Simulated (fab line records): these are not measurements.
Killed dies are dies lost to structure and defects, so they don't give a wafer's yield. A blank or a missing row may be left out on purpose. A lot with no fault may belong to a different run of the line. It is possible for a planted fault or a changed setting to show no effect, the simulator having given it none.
The tool behind it: which one? | flow sfq-line | 43 wafers from 15 lots sampled at 3 of the route's 325 steps

WHAT EACH GAUGE READ, for each wafer
Not one reading of a measure or inspect step in the record can be checked against a usual standard deviation.

WHICH TOOL RAN EACH LOT (tool, then ch and the chambers of the sampled wafers, then the start)
lot  | SFQ_TRILAYER_I3_CMP_CMP_082   | SFQ_TRILAYER_I3_METRO_MEASURE_083 | SFQ_TRILAYER_I3_VIA_ETCH_VIA_ETCH_088
L245 | cmp-01 ch 0,1,3, day 44 01:24 | film-metro-02, day 44 03:31       | rie-diel-03 ch 0,1, day 44 07:07
L246 | cmp-01 ch 1,2,3, day 44 06:24 | film-metro-01, day 44 09:43       | rie-diel-04 ch 1,2,3, day 44 15:31
L248 | cmp-01 ch 0,1,2, day 44 12:24 | film-metro-01, day 44 15:55       | rie-diel-02 ch 0,2, day 44 20:29
L249 | cmp-01 ch 0,2,3, day 44 15:24 | film-metro-04, day 44 18:45       | rie-diel-03 ch 1,2, day 44 22:52
L250 | cmp-01 ch 1,2,3, day 45 17:21 | film-metro-01, day 45 19:58       | rie-diel-02 ch 2,3, day 51 04:04
L252 | cmp-02 ch 0,2,3, day 51 01:29 | film-metro-04, day 51 04:37       | rie-diel-04 ch 0,1,2, day 55 21:37
L253 | cmp-02 ch 0,1,2, day 51 10:29 | film-metro-02, day 51 13:37       | rie-diel-04 ch 0,1,2, day 56 07:13
L254 | cmp-02 ch 0,1,2, day 51 16:29 | film-metro-04, day 51 20:01       | rie-diel-02 ch 1,2, day 56 08:25
L255 | cmp-01 ch 1,3, day 52 00:18   | film-metro-01, day 52 03:19       | rie-diel-03 ch 0,3, day 56 16:49
L256 | cmp-02 ch 0,1,2, day 52 01:29 | film-metro-02, day 52 04:49       | rie-diel-04 ch 0,2, day 56 19:13
L257 | cmp-01 ch 1,2,3, day 52 02:48 | film-metro-04, day 52 05:55       | rie-diel-03 ch 0,1,2, day 56 20:25
L259 | cmp-01 ch 0,2,3, day 52 12:26 | film-metro-01, day 52 15:03       | rie-diel-02 ch 1,2,3, day 57 02:25
L262 | cmp-01 ch 0,1, day 52 18:26   | film-metro-01, day 52 21:27       | rie-diel-02 ch 0,2, day 57 07:13
L263 | cmp-01 ch 0,3, day 53 00:26   | film-metro-04, day 53 03:27       | rie-diel-04 ch 2,3, day 57 10:49
L267 | cmp-02 ch 0,1,2, day 53 07:59 | film-metro-01, day 53 10:37       | rie-diel-03 ch 0,2,3, day 58 01:20
- SFQ_TRILAYER_I3_CMP_CMP_082: polishes SiO2.
- SFQ_TRILAYER_I3_METRO_MEASURE_083
- SFQ_TRILAYER_I3_VIA_ETCH_VIA_ETCH_088: etches SiO2 in CHF3, stops on Nb, target depth 260 nm.

AS READ BY THE TOOLS THEMSELVES (means over the sampled wafers that have a number; for cases with no such wafer, the mark the record gives instead)
SFQ_TRILAYER_I3_CMP_CMP_082. Usual: motor-current-A 10.3 A, standard deviation 1.3; retaining-ring-pressure-frac 1.000, standard deviation 0.0048; time-to-endpoint-s 213 s, standard deviation 7.8.
lot  | tool   | motor-current-A (A) | retaining-ring-pressure-frac | time-to-endpoint-s (s) | flag
L245 | cmp-01 | 10.0                | 1.001                        | 213                    |
L246 | cmp-01 | 10.1                | 0.998                        | 206                    |
L248 | cmp-01 | 10.2                | 1.000                        | 211                    |
L249 | cmp-01 | 10.2                | 1.002                        | 201                    |
L250 | cmp-01 | 10.5                | 1.001                        | 210                    |
L252 | cmp-02 | 9.8                 | 1.006                        | 214                    |
L253 | cmp-02 | 10.8                | 0.995                        | 210                    |
L254 | cmp-02 | 10.8                | 1.003                        | 215                    |
L255 | cmp-01 | 10.9                | 1.001                        | 225                    |
L256 | cmp-02 | 10.9                | 1.004                        | 209                    |
L257 | cmp-01 | 10.0                | 0.998                        | 217                    |
L259 | cmp-01 | 9.7                 | 1.000                        | 210                    |
L262 | cmp-01 | 10.6                | 0.998                        | 204                    |
L263 | cmp-01 | 9.6                 | 1.002                        | 203                    |
L267 | cmp-02 | 10.9                | 1.006                        | 219                    |

SFQ_TRILAYER_I3_METRO_MEASURE_083. Usual: thk-nm 199.8 nm, standard deviation 1.1.
lot  | tool          | thk-nm (nm) | flag
L245 | film-metro-02 | 199.0       |
L246 | film-metro-01 | 199.7       |
L248 | film-metro-01 | 199.5       |
L249 | film-metro-04 | 199.2       |
L250 | film-metro-01 | 199.4       |
L252 | film-metro-04 | 200.2       |
L253 | film-metro-02 | 200.2       |
L254 | film-metro-04 | 199.5       |
L255 | film-metro-01 | 200.0       |
L256 | film-metro-02 | 199.8       |
L257 | film-metro-04 | 200.2       |
L259 | film-metro-01 | 207.4       | OFF
L262 | film-metro-01 | 208.9       | OFF
L263 | film-metro-04 | 210.4       | OFF
L267 | film-metro-01 | 199.6       |

SFQ_TRILAYER_I3_VIA_ETCH_VIA_ETCH_088. Usual: drypump-motor-current-A 5.5 A, standard deviation 0.48; oes-product-au 0.854 a.u., standard deviation 0.0053.
lot  | tool        | drypump-motor-current-A (A) | oes-product-au (a.u.) | flag
L245 | rie-diel-03 | 6.0                         | 0.850                 |
L246 | rie-diel-04 | 5.6                         | 0.855                 |
L248 | rie-diel-02 | 5.3                         | 0.853                 |
L249 | rie-diel-03 | 5.5                         | 0.850                 |
L250 | rie-diel-02 | 5.3                         | 0.855                 |
L252 | rie-diel-04 | 5.4                         | 0.857                 |
L253 | rie-diel-04 | 5.5                         | 0.858                 |
L254 | rie-diel-02 | 5.0                         | 0.855                 |
L255 | rie-diel-03 | 5.3                         | 0.857                 |
L256 | rie-diel-04 | 5.6                         | 0.858                 |
L257 | rie-diel-03 | 5.7                         | 0.859                 |
L259 | rie-diel-02 | 5.3                         | 0.869                 |
L262 | rie-diel-02 | 5.2                         | 0.873                 | OFF
L263 | rie-diel-04 | 5.7                         | 0.877                 | OFF
L267 | rie-diel-03 | 5.7                         | 0.852                 |

THE ANSWER, worked out from the rows above alone
Rule: a lot counts as off when the mean over its wafers that have a number is more than 3 standard deviations away from the usual mean. A lot without any number at a reading at which 4 lots or more have one is off too. All remaining lots with rows at the step are treated as sound. The gauges are gone through in route order, then the tools' own readings, and for those a lot's mean is taken as printed above. The first step at which some lot is off is used, and at that step the reading that is off furthest; a lot without a number counts as furthest.
Off: L259, L262, L263 (SFQ_TRILAYER_I3_METRO_MEASURE_083, thk-nm).
A tool fits if, at that step or a process step before it, it ran every lot that is off, and no sound lot after the first of them. One fits: SFQ_TRILAYER_I3_CMP_CMP_082 on cmp-01. A fault onset in the window from L257 (day 52 02:48, its last sound lot) to L259 (day 52 12:26, its first lot off) fits.

WHAT THE SIMULATOR PUT IN
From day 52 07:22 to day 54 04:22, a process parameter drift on cmp-01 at SFQ_TRILAYER_I3_CMP_CMP_082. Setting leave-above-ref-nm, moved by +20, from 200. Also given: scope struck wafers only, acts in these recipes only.
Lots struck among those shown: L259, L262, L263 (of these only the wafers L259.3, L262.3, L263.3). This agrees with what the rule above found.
